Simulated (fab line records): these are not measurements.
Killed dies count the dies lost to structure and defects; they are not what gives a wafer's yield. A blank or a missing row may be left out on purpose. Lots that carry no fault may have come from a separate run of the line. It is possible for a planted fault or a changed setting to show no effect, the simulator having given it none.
Matching of chambers ; flow sky130 ; pecvd-02 running SKY_PASSIVATION_CVD_02: 3 sister chambers
The step deposits Si3N4, target thk 540 nm. 3 wafers are shown with their chamber, then 7 later ones without.

## EACH WAFER AND ITS CHAMBER
wafer;chamber;heater_power_w (W)
L812.1;2;786
L818.1;0;631
L818.2;1;974

## WAFERS WITH NO CHAMBER GIVEN
wafer;heater_power_w (W)
L818.3;807
L829.1;788
L829.3;641
L829.4;675
L830.1;1046
L830.2;658
L830.4;694

## CHAMBER TAKEN BY EACH
wafer;from the rows above;in truth
L818.3;2;2
L829.1;2;2
L829.3;0;0
L829.4;can't be placed: 0 or 2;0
L830.1;1;1
L830.2;0;0
L830.4;can't be placed: 0 or 2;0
Correct placement for 5 of the 7. Not placeable from these rows: 2 (in 2, the candidates include the true chamber). Placed wrongly: 0.
How it was worked out, from the rows above alone: a wafer's distance from a chamber is the root of the sum, over the readings, of the square of ((its reading less the chamber's mean) divided by the reading's scatter). The wafer belongs to the nearest chamber; if the next one is less than 2 further off, it can't be placed. The mean given for a chamber averages the wafers shown for that chamber. The scatter: with one shown wafer a chamber, the root of the mean of the squares of how far each hidden wafer lies from its nearest shown one.
